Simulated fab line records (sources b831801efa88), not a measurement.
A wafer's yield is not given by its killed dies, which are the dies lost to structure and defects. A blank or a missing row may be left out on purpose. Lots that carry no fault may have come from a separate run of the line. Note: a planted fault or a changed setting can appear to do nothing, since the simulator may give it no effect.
2 desks, one fault | flow sky130 | only its own numbers are on each desk; what lay behind them is given at the end

THE METROLOGY DESK
Means of the sampled wafers that have a number, per lot and without regard to the tool the lot ran on: this is what the gauges read. Marked OUT: a lot whose mean sits more than 4 standard deviations from the usual mean, which makes it out of limits; the brackets give that distance.
Columns: A = cd-nm at SKY_METAL1_CD_MEAS_15, usual 139.3 nm
lot  | first seen here | A
L343 | day 32 21:02    | 138.3
L344 | day 33 08:13    | 138.9
L346 | day 34 21:47    | 138.4
L347 | day 35 00:35    | 137.9
L348 | day 35 03:02    | 141.2
L355 | day 37 05:56    | 141.6
L356 | day 37 14:28    | 137.4
L357 | day 37 16:17    | 139.3
L359 | day 38 08:52    | 135.8
L360 | day 38 12:47    | 139.1
L361 | day 38 16:59    | 139.1
L362 | day 39 08:01    | 137.7
L363 | day 39 13:49    | 139.6
L364 | day 39 21:15    | 140.8
L365 | day 40 07:18    | 139.3
This desk's finding: nothing out of limits on any of the 15 lots.

FOR THE TOOL OWNER'S DESK: cmp-01
The tool's own readings at SKY_VIA1_CMP_24 (polishes, stops on SiO2, t overpolish 16.01 s, target thk 0 nm): means of the sampled wafers that have a number, for each lot that ran on this tool. Marked OUT: a lot whose mean sits more than 4 standard deviations from the usual mean, which makes it out of limits; the brackets give that distance.
Columns: A = motor-current-A at SKY_VIA1_CMP_24, usual 11.3 A; B = overpolish-run-s at SKY_VIA1_CMP_24, usual 16.010 s; C = time-to-endpoint-s at SKY_VIA1_CMP_24, usual 65.9 s
lot  | first seen here | A    | B                       | C
L344 | day 34 13:19    | 10.9 | 16.010                  | 68.3
L346 | day 36 02:41    | 10.4 | 0.038 (-99 or more) OUT | 103.1 (+13) OUT
L347 | day 36 05:46    | 10.3 | 0.036 (-99 or more) OUT | 105.1 (+14) OUT
L348 | day 36 08:35    | 11.2 | 0.042 (-99 or more) OUT | 103.4 (+13) OUT
L360 | day 39 16:55    | 11.1 | 16.014                  | 67.1
L361 | day 39 19:50    | 11.6 | 16.011                  | 65.0
L362 | day 40 11:38    | 11.1 | 16.007                  | 63.8
L363 | day 40 16:34    | 11.4 | 15.998                  | 67.7
L365 | day 41 10:21    | 10.6 | 16.018                  | 64.8
Finding of this desk: L346, L347, L348 out of limits; the first was L346 at day 36 02:41, on overpolish-run-s at SKY_VIA1_CMP_24. Within limits: L344, L360, L361, L362, L363, L365.

ALL TOGETHER
The tool owner's desk could have raised an alarm at day 36 02:41, on L346, L347, L348.
From the metrology desk's view, nothing was out of limits.
The metrology desk holds a record of L346, L347, L348, inside its limits.
Of the lots named, all ran SKY_VIA1_CMP_24 on cmp-01.

WHAT HAD BEEN PUT IN BY THE SIMULATOR
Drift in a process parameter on cmp-01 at SKY_VIA1_CMP_24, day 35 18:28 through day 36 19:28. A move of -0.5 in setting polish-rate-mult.
Lots struck among those shown: L346, L347, L348.
How many hours passed from the start of the fault until each desk's first out-of-limits reading: the tool owner's desk, 8.
